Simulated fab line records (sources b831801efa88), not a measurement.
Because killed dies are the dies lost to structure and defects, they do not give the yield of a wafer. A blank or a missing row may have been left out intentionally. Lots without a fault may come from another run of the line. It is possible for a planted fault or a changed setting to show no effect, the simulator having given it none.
fab line records	flow gf180mcu
record: lots: 24	wafers: 72	last-day: 34
route steps=602 shown V2@386 M4@472 V4@481
lots that met no fault: from a run of the same line without faults
start-h: hours from the record's opening day to when the first of the lot's shown wafers began	wait-h: time in hours since the lot's previous step	" unchanged from the row above	L1.1+2: a single row standing in for several wafers	- either no value or no given start	* or withheld: withheld	< > ~ a bound
route shown NAME@n: a module of which the file shows steps, and the number in the route of the first	usual: mean/standard deviation of fault-free wafers	same: alike in all rows	chamber/n: place in a boat	sites: the reading at each site	_std_site: their standard deviation	_edge_site: mean of outer sites minus mean of inner sites	radius-mm: how far each site lies from the wafer's centre	mask NAME#n: copy n	behind: the tool/chamber that last shaped the wafer	hold: why the lot went on hold/how many hours it stayed there/how the hold came to an end	device: which transistor (n, p or np) failed to switch	end of line: the route-end tests of the same wafers	a step given without rows: its recipe and nothing more	killed: the dies lost at the first sort to structure and to defects; this is not the yield of the wafer	map: a wafer's dies, x killed, . not, _ none there
set.NAME: the run value of the setting; set.NAME@STEP: its run value at that earlier step	model.NAME: the simulator's own value behind a step, which no gauge read
steps of the route over a sample of lots; a table a step, a row a wafer
services: from which hour (start-h, from the record's first day; less than 0 if before it) a tool's chamber was out of use, for how many hours, and why
== steps ==
step: GF_V2_CMP_04
recipe: material: SiO2	down-force-psi: 4	platen-rpm: 60	pad-velocity-m-s: 0.94248
usual: motor-current-A: 11.7/1.2	platen-rpm: 60.00/0.04	slurry-flow-ml-min: 150.0/0.5	time-to-endpoint-s: 81/5.2
lot.wafer	tool	chamber	start-h	wait-h	motor-current-A	platen-rpm	slurry-flow-ml-min	time-to-endpoint-s
L074.3	cmp-01	2	444.57	0.2	13.0	59.98	150.1	83
L074.6	"	3	"	"	11.5	59.98	149.9	81
L074.5	"	0	"	"	11.0	59.98	149.9	82
L075.1	cmp-01	2	458.39	0.1	13.2	60.01	150.6	76
L075.3	"	0	"	"	10.0	60.03	149.8	73
L075.2	"	1	"	"	11.1	60.03	150.5	75
L076.2	cmp-02	2	470.73	0.0	13.7	59.95	150.3	77
L076.1	"	3	"	"	10.0	60.05	149.9	84
L076.3	"	0	"	"	12.4	60.05	149.9	85
L077.1	cmp-01	0	483.69	0.1	10.7	60.02	149.6	73
L077.6	"	3	"	"	10.8	59.95	150.4	85
L077.5	"	0	"	"	10.8	60.02	150.0	82
L078.4	cmp-02	3	485.23	0.1	9.3	59.95	149.8	89
L078.2	"	0	"	"	12.3	59.97	149.4	82
L078.1	"	1	"	"	11.5	60.01	149.6	79
L079.4	cmp-02	0	489.89	0.1	12.3	60.02	150.0	89
L079.1	"	1	"	"	11.4	60.00	148.7	80
L079.6	"	2	"	"	12.8	59.90	150.6	88
L080.3	cmp-01	2	500.52	0.0	13.2	59.98	149.4	80
L080.6	"	2	"	"	13.1	60.02	149.6	80
L080.5	"	3	"	"	11.6	60.01	150.2	81
L082.1	cmp-02	1	511.54	0.1	11.3	60.03	149.9	80
L082.6	"	0	"	"	12.8	59.95	149.9	86
L082.5	"	1	"	"	11.2	59.99	149.7	88
L081.1	cmp-02	1	512.11	0.1	11.1	59.98	150.1	81
L081.2	"	0	"	"	11.9	59.99	149.6	82
L081.6	"	2	"	"	13.8	59.98	150.6	80
L084.4	cmp-01	0	531.07	0.0	10.3	59.97	150.0	77
L084.2	"	1	"	"	11.2	59.96	150.1	73
L084.1	"	2	"	"	13.3	59.96	150.8	75
L083.4	cmp-01	2	531.42	0.3	13.6	59.98	150.4	83
L083.3	"	0	"	"	10.7	60.02	149.9	72
L083.5	"	1	"	"	11.0	60.04	150.8	77
L085.3	cmp-01	3	540.61	0.1	11.5	60.01	150.3	79
L085.2	"	1	"	"	11.5	59.99	149.7	77
L085.5	"	3	"	"	11.8	60.02	150.5	83
L086.2	cmp-01	1	550.44	0.0	12.0	60.03	149.5	77
L086.4	"	2	"	"	12.8	59.99	150.6	78
L086.1	"	0	"	"	11.4	59.97	150.2	82
L087.4	cmp-02	2	553.31	0.1	13.3	59.99	150.9	79
L087.5	"	1	"	"	11.1	59.99	149.3	76
L087.6	"	2	"	"	13.0	60.03	150.5	79
L088.1	cmp-01	2	560.94	0.1	13.5	59.97	150.2	78
L088.3	"	0	"	"	10.6	59.99	149.3	77
L088.5	"	3	"	"	11.6	60.04	150.9	80
L089.2	cmp-01	3	570.51	0.0	12.1	60.11	150.6	80
L089.5	"	3	"	"	11.5	59.96	150.5	84
L089.6	"	0	"	"	10.7	60.03	149.7	81
L090.4	cmp-01	2	582.24	0.1	13.7	59.99	151.0	88
L090.5	"	0	"	"	10.7	60.03	149.9	83
L090.6	"	1	"	"	10.9	60.06	150.0	86
L091.4	cmp-01	1	587.95	0.1	11.1	60.05	149.0	78
L091.1	"	2	"	"	13.5	59.97	149.5	73
L091.5	"	1	"	"	11.3	60.01	149.7	74
L092.4	cmp-01	1	589.73	0.0	12.0	60.01	151.2	85
L092.2	"	0	"	"	11.0	59.97	149.9	82
L092.5	"	1	"	"	11.8	59.98	150.7	89
L093.4	cmp-02	3	600.65	0.2	9.4	60.02	150.7	86
L093.5	"	0	"	"	12.4	60.09	150.0	93
L093.6	"	1	"	"	11.6	59.99	149.6	83
L094.1	cmp-01	1	607.95	0.2	11.5	59.95	149.4	74
L094.5	"	2	"	"	13.5	59.93	149.7	81
L094.6	"	3	"	"	11.4	60.04	150.7	83
L095.3	cmp-01	2	609.46	0.1	13.2	59.98	149.7	71
L095.5	"	1	"	"	11.6	59.97	150.2	77
L095.6	"	2	"	"	14.1	60.00	150.6	83
L096.1	cmp-02	1	612.79	0.2	11.4	60.03	149.4	78
L096.3	"	2	"	"	12.8	60.04	151.5	81
L096.5	"	1	"	"	11.2	60.02	149.6	81
L097.4	cmp-02	3	613.95	0.1	9.5	59.99	150.2	93
L097.5	"	2	"	"	13.1	59.99	149.5	85
L097.6	"	3	"	"	9.1	59.94	149.5	96
step: GF_M4_METAL_ETCH_16
recipe: chemistry: Cl2/BCl3	mask-material: KrF	target-depth-nm: 750.8	stop-on: SiO2	pressure-mtorr: 8	icp-w: 800	bias-w: 140	Cl2_flow_sccm: 80	bcl3-flow-sccm: 40	time-s: 125.1
usual: drypump-motor-current-A: 5.71/0.24	oes-product-au: 0.987/0.008	throttle-valve-pct: 28.234/0.012
lot.wafer	tool	chamber	start-h	wait-h	drypump-motor-current-A	oes-product-au	rf-hours-counter-h	throttle-valve-pct
L074.3	rie-metal-04	0	543.58	0.1	5.97	1.001	-	28.227
L074.5	"	0	"	"	6.00	0.990	-	28.215
L074.6	"	1	"	"	5.82	0.979	-	28.244
L075.1	rie-metal-04	0	555.48	0.0	5.98	0.996	5	28.224
L075.2	"	1	"	"	5.84	0.987	2	28.229
L075.3	"	0	"	"	6.00	0.996	-	28.222
L076.1	rie-metal-01	0	567.88	0.0	5.51	0.998	2	28.221
L076.2	"	1	"	"	5.83	0.991	11	28.224
L076.3	"	0	"	"	5.47	0.998	-	28.225
L077.1	rie-metal-04	1	579.40	0.0	5.84	0.980	3	28.236
L077.5	"	1	"	"	5.80	0.982	-	28.247
L077.6	"	0	"	"	6.03	0.995	-	28.220
L078.1	rie-metal-02	0	581.05	0.0	5.36	0.987	0	28.234
L078.2	"	1	"	"	5.45	0.994	2	28.237
L078.4	"	0	"	"	5.36	0.980	-	28.234
L079.1	rie-metal-01	0	585.43	0.0	5.52	0.990	3	28.227
L079.4	"	1	"	"	5.83	0.977	-	28.267
L079.6	"	1	"	"	5.85	0.969	-	28.249
L080.3	rie-metal-02	1	594.30	0.1	5.43	0.986	-	28.235
L080.5	"	0	"	"	5.35	0.991	-	28.223
L080.6	"	1	"	"	5.42	1.001	-	28.224
L082.1	rie-metal-01	0	605.00	0.0	5.48	0.997	3	28.208
L082.5	"	1	"	"	5.80	0.991	-	28.229
L082.6	"	0	"	"	5.53	0.994	-	28.224
L081.1	rie-metal-04	0	605.03	0.0	6.04	0.984	6	28.244
L081.2	"	1	"	"	5.86	0.976	4	28.237
L081.6	"	0	"	"	6.02	0.992	-	28.235
L084.1	rie-metal-02	0	622.20	0.0	5.32	0.977	2	28.237
L084.2	"	1	"	"	5.42	1.000	3	28.251
L084.4	"	1	"	"	5.40	0.995	-	28.234
L083.3	rie-metal-04	0	624.20	0.1	6.02	0.994	-	28.214
L083.4	"	1	"	"	5.81	0.993	-	28.235
L083.5	"	0	"	"	5.99	0.991	-	28.214
L085.2	rie-metal-04	0	630.23	0.0	5.96	0.989	7	28.216
L085.3	"	1	"	"	5.86	0.972	-	28.259
L085.5	"	0	"	"	6.00	0.982	-	28.221
L086.1	rie-metal-01	0	640.48	0.0	5.48	1.003	5	28.210
L086.2	"	1	"	"	5.83	0.980	13	28.243
L086.4	"	0	"	"	5.45	0.997	-	28.234
L087.4	rie-metal-02	1	642.32	0.1	5.45	0.986	-	28.228
L087.5	"	1	"	"	5.45	0.993	-	28.233
L087.6	"	0	"	"	5.37	0.993	-	28.222
L088.1	rie-metal-01	0	649.68	0.0	5.46	0.994	5	28.230
L088.3	"	0	"	"	5.42	0.994	-	28.215
L088.5	"	0	"	"	5.42	0.989	-	28.216
L089.2	rie-metal-02	1	657.28	0.0	5.47	0.989	4	28.232
L089.5	"	1	"	"	5.43	0.988	-	28.220
L089.6	"	0	"	"	5.38	0.983	-	28.229
L090.4	rie-metal-04	0	668.33	0.1	6.01	0.991	-	28.224
L090.5	"	1	"	"	5.81	0.987	-	28.223
L090.6	"	0	"	"	6.00	0.994	-	28.233
L091.1	rie-metal-01	1	673.50	0.0	5.84	0.991	14	28.243
L091.4	"	1	"	"	5.85	0.992	-	28.245
L091.5	"	0	"	"	5.49	0.988	-	28.228
L092.2	rie-metal-04	1	674.80	0.0	5.87	0.970	6	28.244
L092.4	"	0	"	"	5.95	0.991	-	28.228
L092.5	"	0	"	"	5.99	0.989	-	28.233
L093.4	rie-metal-01	0	684.95	0.1	5.47	0.996	-	28.225
L093.5	"	0	"	"	5.44	0.990	-	28.224
L093.6	"	1	"	"	5.85	0.981	-	28.241
L094.1	rie-metal-01	0	692.83	0.0	5.51	0.994	7	28.246
L094.5	"	1	"	"	5.85	0.980	-	28.233
L094.6	"	0	"	"	5.47	0.996	-	28.213
L095.3	rie-metal-04	1	692.90	0.1	5.86	0.986	-	28.243
L095.5	"	0	"	"	6.03	0.991	-	28.215
L095.6	"	1	"	"	5.87	0.983	-	28.239
L096.1	rie-metal-01	0	695.93	0.0	5.48	0.999	8	28.246
L096.3	"	1	"	"	5.84	0.980	-	28.243
L096.5	"	1	"	"	5.87	0.978	-	28.241
L097.4	rie-metal-04	0	697.18	0.1	5.94	0.984	-	28.237
L097.5	"	0	"	"	5.98	0.992	-	28.249
L097.6	"	1	"	"	5.82	0.971	-	28.263
step: GF_V4_BOW_MEAS_05
recipe: mode: bow
usual: V4_BOW: 139/8.8
lot.wafer	tool	chamber	start-h	wait-h	V4_BOW[um]
L074.3	film-metro-04	-	544.83	0.2	135
L074.5	"	-	"	"	145
L074.6	"	-	"	"	149
L075.1	film-metro-02	-	556.74	0.2	141
L075.2	"	-	"	"	131
L075.3	"	-	"	"	140
L076.1	film-metro-02	-	569.14	0.1	150
L076.2	"	-	"	"	134
L076.3	"	-	"	"	153
L077.1	film-metro-02	-	581.03	0.1	154
L077.5	"	-	"	"	156
L077.6	"	-	"	"	153
L078.1	film-metro-01	-	582.74	0.2	124
L078.2	"	-	"	"	135
L078.4	"	-	"	"	114
L079.1	film-metro-04	-	586.69	0.1	148
L079.4	"	-	"	"	143
L079.6	"	-	"	"	151
L080.3	film-metro-02	-	595.52	0.2	139
L080.5	"	-	"	"	143
L080.6	"	-	"	"	142
L082.1	film-metro-02	-	606.27	0.1	143
L082.5	"	-	"	"	144
L082.6	"	-	"	"	137
L081.1	film-metro-04	-	606.41	0.2	152
L081.2	"	-	"	"	139
L081.6	"	-	"	"	136
L084.1	film-metro-01	-	623.52	0.2	136
L084.2	"	-	"	"	133
L084.4	"	-	"	"	137
L083.3	film-metro-04	-	625.77	0.1	150
L083.4	"	-	"	"	135
L083.5	"	-	"	"	137
L085.2	film-metro-04	-	631.48	0.1	137
L085.3	"	-	"	"	124
L085.5	"	-	"	"	148
L086.1	film-metro-02	-	641.71	0.1	124
L086.2	"	-	"	"	149
L086.4	"	-	"	"	136
L087.4	film-metro-04	-	643.57	0.2	131
L087.5	"	-	"	"	138
L087.6	"	-	"	"	142
L088.1	film-metro-02	-	650.91	0.2	131
L088.3	"	-	"	"	142
L088.5	"	-	"	"	144
L089.2	film-metro-02	-	658.55	0.2	136
L089.5	"	-	"	"	136
L089.6	"	-	"	"	139
L090.4	film-metro-04	-	669.63	0.3	138
L090.5	"	-	"	"	131
L090.6	"	-	"	"	128
L091.1	film-metro-01	-	674.83	0.2	138
L091.4	"	-	"	"	145
L091.5	"	-	"	"	139
L092.2	film-metro-02	-	676.05	0.1	128
L092.4	"	-	"	"	139
L092.5	"	-	"	"	133
L093.4	film-metro-02	-	686.21	0.2	132
L093.5	"	-	"	"	147
L093.6	"	-	"	"	144
L094.1	film-metro-01	-	694.08	0.2	143
L094.5	"	-	"	"	122
L094.6	"	-	"	"	133
L095.3	film-metro-02	-	694.12	0.3	130
L095.5	"	-	"	"	121
L095.6	"	-	"	"	130
L096.1	film-metro-04	-	697.20	0.2	144
L096.3	"	-	"	"	143
L096.5	"	-	"	"	150
L097.4	film-metro-01	-	698.44	0.3	129
L097.5	"	-	"	"	121
L097.6	"	-	"	"	130
step: GF_V4_ETCH_17
recipe: chemistry: C4F8/O2/Ar	mask-material: KrF	target: SiO2	stop-on: TiN	source-w: 1500	bias-w: 1200	pressure-mtorr: 40	c4f8-flow-sccm: withheld	O2_flow_sccm: 6	Ar_flow_sccm: 300	time-s: withheld	target-depth-a: 6300
usual: oes-product-au: 0.857/0.0041
lot.wafer	tool	chamber	start-h	wait-h	oes-product-au
L074.3	rie-diel-02	0	-	-	0.864
L074.5	"	3	"	"	0.858
L074.6	"	0	"	"	0.854
L075.1	rie-diel-03	0	-	-	0.861
L075.2	"	2	"	"	0.861
L075.3	"	1	"	"	0.864
L076.1	rie-diel-03	0	-	-	0.851
L076.2	"	2	"	"	0.863
L076.3	"	3	"	"	0.858
L077.1	rie-diel-03	2	-	-	0.858
L077.5	"	1	"	"	0.855
L077.6	"	0	"	"	0.859
L078.1	rie-diel-02	2	-	-	0.856
L078.2	"	1	"	"	0.862
L078.4	"	0	"	"	0.857
L079.1	rie-diel-03	0	-	-	0.860
L079.4	"	3	"	"	0.859
L079.6	"	1	"	"	0.862
L080.3	rie-diel-03	2	-	-	0.854
L080.5	"	3	"	"	0.860
L080.6	"	0	"	"	0.849
L082.1	rie-diel-03	0	-	-	0.860
L082.5	"	3	"	"	0.865
L082.6	"	0	"	"	0.855
L081.1	rie-diel-02	0	-	-	0.857
L081.2	"	3	"	"	0.856
L081.6	"	3	"	"	0.851
L084.1	rie-diel-02	1	-	-	0.856
L084.2	"	3	"	"	0.862
L084.4	"	0	"	"	0.848
L083.3	rie-diel-03	0	-	-	0.857
L083.4	"	3	"	"	0.863
L083.5	"	2	"	"	0.855
L085.2	rie-diel-02	1	-	-	0.860
L085.3	"	3	"	"	0.856
L085.5	"	1	"	"	0.854
L086.1	rie-diel-03	0	-	-	0.859
L086.2	"	3	"	"	0.857
L086.4	"	2	"	"	0.860
L087.4	rie-diel-02	3	-	-	0.851
L087.5	"	3	"	"	0.853
L087.6	"	0	"	"	0.863
L088.1	rie-diel-02	0	-	-	0.860
L088.3	"	3	"	"	0.854
L088.5	"	1	"	"	0.858
L089.2	rie-diel-01	3	-	-	0.855
L089.5	"	3	"	"	0.854
L089.6	"	2	"	"	0.852
L090.4	rie-diel-01	0	-	-	0.854
L090.5	"	3	"	"	0.860
L090.6	"	2	"	"	0.852
L091.1	rie-diel-02	3	-	-	0.863
L091.4	"	1	"	"	0.860
L091.5	"	2	"	"	0.864
L092.2	rie-diel-03	1	-	-	0.851
L092.4	"	3	"	"	0.862
L092.5	"	1	"	"	0.857
L093.4	rie-diel-01	1	-	-	0.859
L093.5	"	0	"	"	0.860
L093.6	"	2	"	"	0.851
L095.3	rie-diel-02	2	-	-	0.851
L095.5	"	2	"	"	0.854
L095.6	"	3	"	"	0.857
L094.1	rie-diel-01	2	-	-	0.856
L094.5	"	3	"	"	0.852
L094.6	"	2	"	"	0.862
L096.1	rie-diel-02	2	-	-	0.851
L096.3	"	3	"	"	0.856
L096.5	"	0	"	"	0.854
L097.4	rie-diel-03	0	-	-	0.861
L097.5	"	1	"	"	0.852
L097.6	"	3	"	"	0.853
step: GF_V4_SPUTTER_22
recipe: material: TiN	target-thk-nm: 10	chamber-pressure-pa: 5	power-w: 4000	time-s: 40
usual: throttle-valve-pct: 30.2/1.1
lot.wafer	tool	chamber	start-h	wait-h	throttle-valve-pct
L074.3	pvd-sputter-03	-	567.66	0.0	28.9
L074.5	"	-	"	"	29.9
L074.6	"	-	"	"	29.4
L075.1	pvd-sputter-03	-	579.51	0.0	29.0
L075.2	"	-	"	"	29.0
L075.3	"	-	"	"	30.0
L076.1	pvd-sputter-01	-	590.99	0.0	30.6
L076.2	"	-	"	"	31.6
L076.3	"	-	"	"	29.0
L077.1	pvd-sputter-02	-	602.72	0.0	30.8
L077.5	"	-	"	"	30.8
L077.6	"	-	"	"	31.5
L078.1	pvd-sputter-02	-	604.71	0.0	31.5
L078.2	"	-	"	"	30.6
L078.4	"	-	"	"	30.8
L079.1	pvd-sputter-03	-	609.05	0.0	30.2
L079.4	"	-	"	"	28.7
L079.6	"	-	"	"	29.6
L080.3	pvd-sputter-02	-	617.15	0.0	32.2
L080.5	"	-	"	"	30.6
L080.6	"	-	"	"	32.2
L082.1	pvd-sputter-03	-	627.41	0.0	28.7
L082.5	"	-	"	"	29.1
L082.6	"	-	"	"	29.0
L081.1	pvd-sputter-01	-	627.76	0.0	29.8
L081.2	"	-	"	"	31.7
L081.6	"	-	"	"	30.6
L084.1	pvd-sputter-01	-	644.11	0.0	30.0
L084.2	"	-	"	"	30.3
L084.4	"	-	"	"	29.2
L083.3	pvd-sputter-03	-	646.86	0.0	29.0
L083.4	"	-	"	"	28.9
L083.5	"	-	"	"	28.7
L085.2	pvd-sputter-02	-	652.21	0.0	31.8
L085.3	"	-	"	"	30.5
L085.5	"	-	"	"	30.4
L086.1	pvd-sputter-01	-	662.36	0.1	31.7
L086.2	"	-	"	"	28.9
L086.4	"	-	"	"	30.5
L087.4	pvd-sputter-01	-	664.50	0.1	29.9
L087.5	"	-	"	"	30.4
L087.6	"	-	"	"	29.8
L088.1	pvd-sputter-01	-	670.99	0.0	30.3
L088.3	"	-	"	"	29.1
L088.5	"	-	"	"	30.0
L089.2	pvd-sputter-01	-	678.46	0.0	30.3
L089.5	"	-	"	"	29.1
L089.6	"	-	"	"	30.5
L090.4	pvd-sputter-02	-	689.21	0.0	32.5
L090.5	"	-	"	"	31.2
L090.6	"	-	"	"	31.5
L091.1	pvd-sputter-01	-	695.16	0.0	29.3
L091.4	"	-	"	"	30.1
L091.5	"	-	"	"	31.6
L092.2	pvd-sputter-03	-	696.22	0.0	30.2
L092.4	"	-	"	"	28.8
L092.5	"	-	"	"	29.3
L093.4	pvd-sputter-03	-	706.16	0.0	30.1
L093.5	"	-	"	"	28.9
L093.6	"	-	"	"	28.9
L095.3	pvd-sputter-03	-	713.50	0.0	29.1
L095.5	"	-	"	"	28.9
L095.6	"	-	"	"	28.9
L094.1	pvd-sputter-02	-	713.94	0.0	30.9
L094.5	"	-	"	"	30.8
L094.6	"	-	"	"	32.4
L096.1	pvd-sputter-01	-	716.46	0.0	30.5
L096.3	"	-	"	"	28.9
L096.5	"	-	"	"	30.2
L097.4	pvd-sputter-02	-	718.02	0.0	30.6
L097.5	"	-	"	"	31.3
L097.6	"	-	"	"	30.7
step: GF_V4_RS_MEAS_24
recipe: thk-meas-gauge: four-point-probe	reads: W_of_V4_CVD_23+TiN_of_V4_SPUTTER_22+Ti_of_V4_SPUTTER_21
usual: V4_W_RS: 0.328/0.0032
lot.wafer	tool	chamber	start-h	wait-h	V4_W_RS[ohm/sq]
L074.3	film-metro-04	-	567.85	0.1	0.330
L074.5	"	-	"	"	0.329
L074.6	"	-	"	"	0.320
L075.1	film-metro-01	-	579.67	0.1	0.323
L075.2	"	-	"	"	0.331
L075.3	"	-	"	"	0.320
L076.1	film-metro-04	-	591.14	0.1	0.323
L076.2	"	-	"	"	0.331
L076.3	"	-	"	"	0.329
L077.1	film-metro-02	-	602.87	0.1	0.326
L077.5	"	-	"	"	0.327
L077.6	"	-	"	"	0.321
L078.1	film-metro-02	-	604.86	0.1	0.331
L078.2	"	-	"	"	0.328
L078.4	"	-	"	"	0.330
L079.1	film-metro-04	-	609.20	0.1	0.333
L079.4	"	-	"	"	0.324
L079.6	"	-	"	"	0.322
L080.3	film-metro-04	-	617.34	0.1	0.331
L080.5	"	-	"	"	0.329
L080.6	"	-	"	"	0.333
L082.1	film-metro-02	-	627.56	0.1	0.326
L082.5	"	-	"	"	0.329
L082.6	"	-	"	"	0.327
L081.1	film-metro-04	-	627.91	0.1	0.331
L081.2	"	-	"	"	0.327
L081.6	"	-	"	"	0.333
L084.1	film-metro-01	-	644.34	0.1	0.331
L084.2	"	-	"	"	0.325
L084.4	"	-	"	"	0.328
L083.3	film-metro-01	-	647.05	0.1	0.333
L083.4	"	-	"	"	0.329
L083.5	"	-	"	"	0.327
L085.2	film-metro-02	-	652.49	0.2	0.325
L085.3	"	-	"	"	0.328
L085.5	"	-	"	"	0.328
L086.1	film-metro-04	-	662.55	0.1	0.327
L086.2	"	-	"	"	0.329
L086.4	"	-	"	"	0.328
L087.4	film-metro-02	-	664.71	0.1	0.329
L087.5	"	-	"	"	0.329
L087.6	"	-	"	"	0.330
L088.1	film-metro-01	-	671.25	0.2	0.325
L088.3	"	-	"	"	0.332
L088.5	"	-	"	"	0.330
L089.2	film-metro-01	-	678.74	0.2	0.328
L089.5	"	-	"	"	0.330
L089.6	"	-	"	"	0.324
L090.4	film-metro-01	-	689.42	0.1	0.331
L090.5	"	-	"	"	0.328
L090.6	"	-	"	"	0.329
L091.1	film-metro-01	-	695.31	0.1	0.330
L091.4	"	-	"	"	0.330
L091.5	"	-	"	"	0.328
L092.2	film-metro-01	-	696.39	0.1	0.324
L092.4	"	-	"	"	0.322
L092.5	"	-	"	"	0.326
L093.4	film-metro-02	-	706.37	0.1	0.326
L093.5	"	-	"	"	0.326
L093.6	"	-	"	"	0.326
L095.3	film-metro-04	-	713.69	0.1	0.329
L095.5	"	-	"	"	0.325
L095.6	"	-	"	"	0.328
L094.1	film-metro-02	-	714.09	0.1	0.330
L094.5	"	-	"	"	0.329
L094.6	"	-	"	"	0.332
L096.1	film-metro-01	-	716.61	0.1	0.330
L096.3	"	-	"	"	0.329
L096.5	"	-	"	"	0.328
L097.4	film-metro-02	-	718.23	0.1	0.327
L097.5	"	-	"	"	0.327
L097.6	"	-	"	"	0.328
== services ==
tool	chamber	start-h	hours	kind
cmp-02	-	428.24	7.9	pm
rie-metal-01	-	429.56	1.2	repair
rie-metal-04	-	435.74	4.3	pm
cmp-01	-	436.16	4.2	pm
cmp-02	-	436.51	1.5	repair
rie-diel-02	0	459.55	19.9	repair
pvd-sputter-01	-	468.88	0.7	repair
cmp-01	-	484.59	4.4	repair
cmp-01	-	489.54	0.8	repair
cmp-02	-	495.87	0.3	repair
rie-diel-03	-	501.92	0.6	repair
rie-metal-01	0	512.60	14.4	repair
rie-metal-01	1	523.32	18.8	repair
rie-diel-03	0	525.50	6.2	repair
rie-metal-01	0	543.22	14.4	repair
cmp-01	-	562.56	1.8	repair
cmp-01	-	582.82	4.0	pm
cmp-01	-	609.71	4.5	pm
rie-diel-03	-	611.68	1.2	repair
rie-diel-03	-	624.23	0.2	repair
rie-diel-03	2	663.32	70.2	repair
rie-diel-03	0	674.54	35.4	repair
rie-diel-02	0	680.29	1.5	repair
rie-diel-02	-	691.45	0.1	repair
== key ==
fault none
